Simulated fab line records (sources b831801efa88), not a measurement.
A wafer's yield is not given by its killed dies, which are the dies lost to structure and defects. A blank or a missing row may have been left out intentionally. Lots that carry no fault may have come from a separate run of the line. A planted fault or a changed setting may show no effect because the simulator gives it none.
Comparing a struck lot with a sound one :: flow sky130 :: 23 steps out of a route of 708
Sound: the wafers L217.2, L217.3, L217.5. Wafers L233.1, L233.5, L233.6 were the ones struck. At the end, the cause is stated.
For every step that has rows: the tool of each side, followed by ch and its chambers, followed by its first start. Under that, the readings that differ: sound wafers :: struck wafers :: difference of the means :: sigmas: that difference in standard deviations of wafers without a fault.
alike: readings whose means differ by less than 2 such deviations, and words and numbers that are the same on both sides. not compared: withheld readings, readings that some wafer has no value for, bounds like >300 that may hide the same value, and numbers for which the record gives no deviation and whose values overlap.
A row with sigmas, a row that says differs or no value, or rows on one side alone: a step with any of these is where the two part. When numbers do not overlap yet have no deviation, they are printed without sigmas and do not part them. Lack of a reading on every wafer of one side parts them only where that side has two or more wafers.

first, 6 steps without rows for these wafers: SKY_VT_ADJUST_LVTN_HMDS_12 (prime time 60 s); SKY_VT_ADJUST_LVTN_COAT_13 (resist thk 1140 nm); SKY_VT_ADJUST_LVTN_SOFTBAKE_14 (time 60 s); SKY_VT_ADJUST_LVTN_EXPOSE_15 (exposes mask HVN STD DERIVED, target cd 600 nm); SKY_VT_ADJUST_LVTN_PEB_16; SKY_VT_ADJUST_LVTN_DEVELOP_17 (develop time 60 s).
SKY_VT_ADJUST_LVTN_OVL_MEAS_18:
  sound on overlay-01, day 9 08:12; struck on overlay-02, day 14 01:18
  alike: VT_ADJUST_LVTN_01_OVL
after that, 1 step had no rows for these wafers: SKY_VT_ADJUST_LVTN_IMPLANT_19.
SKY_VT_ADJUST_LVTN_STRIP_20: strips in O2/N2.
  sound on plasma asher-01 ch 1, day 9 08:23; struck on plasma asher-03 ch 0,1, day 14 01:29
reading: drypump motor current A (A)
sound: 5.3 5.3 5.3
struck: 6.2 6.2 6.2
difference: +0.9
sigmas: +2
  alike: oes product au, strip time to endpoint s
  not compared: rf hours counter h
SKY_VT_ADJUST_LVTN_TW_MEAS_21:
  sound on film metro-03, day 9 08:29; struck on film metro-02, day 14 01:35
  alike: VT_ADJUST_LVTN_2_TW
then, 2 steps without rows for these wafers: SKY_VT_ADJUST_NCORE_DEHYDRATE_00 (time 60 s); SKY_VT_ADJUST_NCORE_HMDS_01 (prime time 60 s).
SKY_VT_ADJUST_NCORE_COAT_02: resist thk 1140 nm.
  sound on litho track-01 ch 0, day 9 19:40; struck on litho track-02 ch 0, day 14 15:32
reading: model.NOVOLAK_of_VT_ADJUST_NCORE_COAT_02.thk nm (nm)
sound: 1132 1133 1133
struck: 1198 1197 1194
difference: +64
sigmas: 
then, 3 steps without rows for these wafers: SKY_VT_ADJUST_NCORE_SOFTBAKE_03 (time 60 s); SKY_VT_ADJUST_NCORE_EXPOSE_04 (exposes mask LVTN COMPLEMENT THIN, target cd 380 nm); SKY_VT_ADJUST_NCORE_PEB_05.
SKY_VT_ADJUST_NCORE_DEVELOP_06: develop time 60 s.
  sound on litho track-02 ch 0, day 10 06:52; struck on litho track-01 ch 0, day 15 05:35
reading: model.NOVOLAK_of_VT_ADJUST_NCORE_COAT_02.thk nm (nm)
sound: 1132 1132 1133
struck: 1198 1197 1193
difference: +64
sigmas: 
SKY_VT_ADJUST_NCORE_CD_MEAS_07: the cd target is 380 nm.
  sound on cd sem-01, day 10 07:01; struck on cd sem-01, day 15 05:44
reading: cd nm (nm)
sound: 379.4 381.3 381.2
struck: 373.2 375.0 371.9
difference: -7.3
sigmas: -3
SKY_VT_ADJUST_NCORE_OVL_MEAS_08:
  sound on overlay-02, day 10 07:07; struck on overlay-02, day 15 05:51
  alike: VT_ADJUST_NCORE_OVL
after that, 1 step had no rows for these wafers: SKY_VT_ADJUST_NCORE_IMPLANT_09.
SKY_VT_ADJUST_NCORE_STRIP_10: strips in O2/N2.
  sound on plasma asher-02 ch 0, day 10 07:17; struck on plasma asher-02 ch 0,1, day 15 06:02
reading: strip time to endpoint s (s)
sound: 14.10 14.08 14.09
struck: 14.81 14.82 14.77
difference: +0.71
sigmas: +17
  alike: drypump motor current A, oes product au
  not compared: rf hours counter h
SKY_VT_ADJUST_NCORE_TW_MEAS_11:
  sound on film metro-02, day 10 07:24; struck on film metro-02, day 15 06:08
  alike: VT_ADJUST_NCORE_TW
-- here the record skips 36 days between the struck wafers' starts before and after, leaving off in module VT_ADJUST_NCORE and picking up in module PAD_OPEN (first step shown: number 708 of the route) --
SKY_PAD_OPEN_PROBE_99:
  the record has rows for the struck wafers here (prober-01, day 50 19:21) and none for the sound ones

## WHERE THEY PART
First at SKY_VT_ADJUST_LVTN_STRIP_20; last, within this record, at SKY_PAD_OPEN_PROBE_99.

WHY: what the simulator had put in
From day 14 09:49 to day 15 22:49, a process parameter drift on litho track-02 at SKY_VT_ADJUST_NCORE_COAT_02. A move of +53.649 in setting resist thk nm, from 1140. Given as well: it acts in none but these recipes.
